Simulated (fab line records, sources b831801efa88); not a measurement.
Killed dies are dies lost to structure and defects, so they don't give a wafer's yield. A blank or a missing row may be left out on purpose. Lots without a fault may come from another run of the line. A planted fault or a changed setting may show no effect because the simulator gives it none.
One fault seen from 2 desks | flow gf180mcu | each desk has only its own numbers; what lay behind them comes last

THE METROLOGY DESK
What the gauges read, lot by lot, whatever tool the lot ran on: means of the sampled wafers that have a number. A lot is out of limits, marked OUT, if its mean lies more than 4 standard deviations from the usual mean; the brackets give that distance.
Columns: A = V3_OVL at GF_V3_OVL_MEAS_15, usual -3 nm; B = V3_W_RS at GF_V3_RS_MEAS_24, usual 0.327 ohm/sq; C = V3_W_THK at GF_V3_THK_MEAS_25, usual 343 nm
lot  | first seen here | A   | B     | C
L662 | day 24 13:59    | -2  | 0.329 | 337
L664 | day 25 10:02    | -3  | 0.323 | 347
L666 | day 26 02:53    | -3  | 0.330 | 339
L668 | day 26 17:38    | -11 | 0.331 | 339
L677 | day 29 01:05    | -6  | 0.330 | 340
L679 | day 29 17:22    | -3  | 0.321 | 349
This desk's finding: nothing out of limits on any of the 6 lots.

THE TOOL OWNER'S DESK: pvd_sputter-01
The tool's own readings at GF_M4_SPUTTER_00 (material Ti, target thk 37.5 nm, time 150 s): means of the sampled wafers that have a number, for each lot that ran on this tool. A lot is out of limits, marked OUT, if its mean lies more than 4 standard deviations from the usual mean; the brackets give that distance.
Columns: A = chamber_pressure_pa at GF_M4_SPUTTER_00, usual 2.001 Pa; B = throttle_valve_pct at GF_M4_SPUTTER_00, usual 29.7 %
lot  | first seen here | A                | B
L662 | day 24 15:31    | 2.001            | 29.6
L664 | day 25 11:26    | 1.997            | 29.9
L666 | day 26 04:17    | 2.001            | 29.6
L668 | day 26 19:02    | 2.001            | 29.8
L677 | day 29 02:35    | 2.035 (+8.9) OUT | 28.9
L679 | day 29 18:46    | 2.069 (+18) OUT  | 29.0
This desk's finding: out of limits on L677, L679; first on L677, day 29 02:35 (chamber_pressure_pa at GF_M4_SPUTTER_00). In limits: L662, L664, L666, L668.

PUT TOGETHER
The tool owner's desk could have raised an alarm at day 29 02:35, on L677, L679.
The metrology desk saw nothing out of limits.
The metrology desk has L677, L679 on record, within its limits.
Of the lots named, all ran GF_M4_SPUTTER_00 on pvd_sputter-01.

WHAT THE SIMULATOR HAD PUT IN
Process parameter drift: pvd_sputter-01, from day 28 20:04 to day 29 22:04, at GF_M4_SPUTTER_00. Setting chamber_pressure_pa, moved by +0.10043, from 2. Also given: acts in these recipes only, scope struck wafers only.
Lots struck among those shown: L677, L679.
Hours from the fault's start to each desk's first reading out of limits: the tool owner's desk, 7.
